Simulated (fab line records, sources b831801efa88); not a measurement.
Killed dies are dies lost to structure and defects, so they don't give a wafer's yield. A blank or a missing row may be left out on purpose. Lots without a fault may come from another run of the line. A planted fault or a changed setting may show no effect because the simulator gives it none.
Which tool did it? | flow gf180mcu | 14 lots, 42 wafers sampled, at 4 steps of a route of 602

WHAT THE GAUGES READ, wafer by wafer
GF_VT_IMPLANT_TW_MEAS_43. Usual: VT_IMPLANT_4_TW 690, standard deviation 6.3.
lot  | measured     | on            | VT_IMPLANT_4_TW | flag
L707 | day 7 17:17  | film_metro-01 | 696 696 697     |
L708 | day 8 06:39  | film_metro-03 | 699 700 699     |
L709 | day 8 10:16  | film_metro-01 | 697 694 695     |
L710 | day 8 17:08  | film_metro-03 | 700 698 700     |
L711 | day 8 22:52  | film_metro-01 | 692 693 688     |
L712 | day 9 04:38  | film_metro-01 | 700 698 697     |
L713 | day 9 14:01  | film_metro-03 | 690 691 691     |
L714 | day 9 18:58  | film_metro-04 | 687 684 687     |
L715 | day 10 02:05 | film_metro-03 | 693 691 689     |
L719 | day 11 08:17 | film_metro-03 | 690 688 689     |
L722 | day 12 04:19 | film_metro-04 | 679 674 676     |
L725 | day 12 22:17 | film_metro-03 | 686 691 691     |
L727 | day 13 08:53 | film_metro-03 | 693 695 692     |
L728 | day 13 18:05 | film_metro-01 | 695 697 693     |

GF_VT_IMPLANT_RS_MEAS_47: measures by four-point-probe. Usual: NWELL_RS 488.2 ohm/sq, standard deviation 1.2.
lot  | measured     | on            | NWELL_RS (ohm/sq) | flag
L707 | day 7 17:38  | film_metro-01 | 489.4 488.6 488.9 |
L708 | day 8 06:59  | film_metro-01 | 489.3 489.8 490.1 |
L709 | day 8 10:37  | film_metro-04 | 489.2 489.4 489.2 |
L710 | day 8 17:28  | film_metro-02 | 488.3 488.2 486.4 |
L711 | day 8 23:11  | film_metro-01 | 488.3 487.7 489.8 |
L712 | day 9 04:58  | film_metro-02 | 488.8 487.5 487.6 |
L713 | day 9 14:22  | film_metro-01 | 487.0 485.9 486.6 |
L714 | day 9 19:19  | film_metro-01 | 485.1 486.4 486.1 |
L715 | day 10 02:25 | film_metro-04 | 487.5 488.0 488.1 |
L719 | day 11 08:38 | film_metro-02 | 490.6 488.4 490.2 |
L722 | day 12 04:38 | film_metro-04 | 487.5 488.4 488.7 |
L725 | day 12 22:37 | film_metro-01 | 488.3 486.6 488.0 |
L727 | day 13 09:14 | film_metro-04 | 487.0 488.2 487.0 |
L728 | day 13 18:25 | film_metro-04 | 487.1 488.1 486.7 |

GF_HV_LDD_CD_MEAS_07: target cd 400 nm. Usual: cd_nm 399.7 nm, standard deviation 1.8.
lot  | measured     | on        | cd_nm (nm)        | flag
L707 | day 10 03:41 | cd_sem-02 | 398.0 399.3 399.0 |
L708 | day 10 17:50 | cd_sem-02 | 397.9 397.9 397.5 |
L709 | day 11 00:43 | cd_sem-02 | 399.8 401.9 400.3 |
L710 | day 11 05:16 | cd_sem-01 | 400.2 401.5 400.6 |
L711 | day 11 10:04 | cd_sem-01 | 401.3 401.5 401.8 |
L712 | day 11 18:22 | cd_sem-02 | 400.1 396.6 400.2 |
L713 | day 12 05:18 | cd_sem-02 | 397.6 397.1 395.6 |
L714 | day 12 09:44 | cd_sem-02 | 398.6 397.5 395.7 |
L715 | day 12 20:02 | cd_sem-02 | 398.9 395.4 400.1 |
L719 | day 14 06:56 | cd_sem-01 | 401.7 401.8 400.3 |
L722 | day 15 05:31 | cd_sem-01 | 398.3             |
L725 | day 15 21:03 | cd_sem-02 | 399.6 400.2       |
L727 | day 16 10:07 | cd_sem-01 | 399.2 397.3 398.4 |
L728 | day 16 17:27 | cd_sem-02 | 398.9 400.3 400.0 |

WHICH TOOL RAN EACH LOT (tool, then ch and the chambers of the sampled wafers, then the start)
lot  | GF_POLY_GATE_ETCH_13
L707 | rie_si-01 ch 0,1,2, day 9 08:43
L708 | rie_si-01 ch 0,2, day 9 22:19
L709 | rie_si-01 ch 0,1, day 10 04:31
L710 | rie_si-01 ch 0,1, day 10 08:55
L711 | rie_si-01 ch 0,2,3, day 10 14:46
L712 | rie_si-02 ch 0,1,2, day 10 22:26
L713 | rie_si-01 ch 2,3, day 11 08:32
L714 | rie_si-01 ch 0,3, day 11 13:08
L715 | rie_si-01 ch 1,2,3, day 11 20:25
L719 | rie_si-01 ch 0,2,3, day 13 08:43
L722 | rie_si-01 ch 0,1, day 14 05:46
L725 | rie_si-01 ch 0,1, day 14 21:55
L727 | rie_si-01 ch 0,2, day 15 10:49
L728 | rie_si-02 ch 1,2,3, day 15 17:31
- GF_POLY_GATE_ETCH_13: etches poly-Si in HBr/Cl2, stops on SiO2, target depth 198.5 nm, time 69.6 s.

WHAT THE TOOLS THEMSELVES READ (means of the sampled wafers that have a number; where no wafer has one, the mark that the record gives instead)
GF_POLY_GATE_ETCH_13. Usual: drypump_motor_current_A 5.8 A, standard deviation 0.36; oes_product_au 0.986 a.u., standard deviation 0.0085; rf_fwd_power_W 396.6 W, standard deviation 1.4; run_length_s 98.1 s, standard deviation 0.42; throttle_valve_pct 33.684 %, standard deviation 0.0089.
lot  | tool      | drypump_motor_current_A (A) | oes_product_au (a.u.) | rf_fwd_power_W (W) | run_length_s (s) | throttle_valve_pct (%) | flag
L707 | rie_si-01 | 5.7                         | 0.994                 | 397.3              | 98.2             | 33.686                 |
L708 | rie_si-01 | 5.9                         | 0.996                 | 395.9              | 98.4             | 33.682                 |
L709 | rie_si-01 | 5.9                         | 0.987                 | 397.6              | 98.4             | 33.685                 |
L710 | rie_si-01 | 5.9                         | 0.983                 | 397.6              | 98.2             | 33.682                 |
L711 | rie_si-01 | 5.8                         | 0.983                 | 396.5              | 98.0             | 33.684                 |
L712 | rie_si-02 | 6.2                         | 0.977                 | 397.1              | 98.0             | 33.688                 |
L713 | rie_si-01 | 5.7                         | 0.988                 | 394.8              | 97.9             | 33.690                 |
L714 | rie_si-01 | 5.8                         | 0.995                 | 396.2              | 97.9             | 33.683                 |
L715 | rie_si-01 | 5.6                         | 0.995                 | 396.7              | 98.2             | 33.677                 |
L719 | rie_si-01 | 5.8                         | 0.992                 | 396.7              | 97.9             | 33.687                 |
L722 | rie_si-01 | 5.6                         | 0.990                 | 398.7              | 83.9             | 33.684                 | OFF
L725 | rie_si-01 | 5.9                         | 0.990                 | 397.1              | 91.2             | 33.689                 | OFF
L727 | rie_si-01 | 5.9                         | 0.990                 | 397.9              | 98.1             | 33.686                 |
L728 | rie_si-02 | 6.0                         | 0.976                 | 395.5              | 98.1             | 33.687                 |

THE ANSWER, worked out from the rows above alone
Rule: a lot is off if the mean of its wafers that have a number lies more than 3 standard deviations from the usual mean. A lot without any number at a reading at which 4 lots or more have one is off too. The other lots that the step has rows for count as sound. The gauges are gone through in route order, then the tools' own readings, and for those a lot's mean is taken as printed above. The first step at which some lot is off is used, and at that step the reading that is off furthest; a lot without a number counts as furthest.
Off: L722, L725, at GF_POLY_GATE_ETCH_13 (run_length_s).
A tool fits if, at that step or a process step before it, it ran every lot that is off, and no sound lot after the first of them. None of those tried fits.

WHAT THE SIMULATOR HAD PUT IN
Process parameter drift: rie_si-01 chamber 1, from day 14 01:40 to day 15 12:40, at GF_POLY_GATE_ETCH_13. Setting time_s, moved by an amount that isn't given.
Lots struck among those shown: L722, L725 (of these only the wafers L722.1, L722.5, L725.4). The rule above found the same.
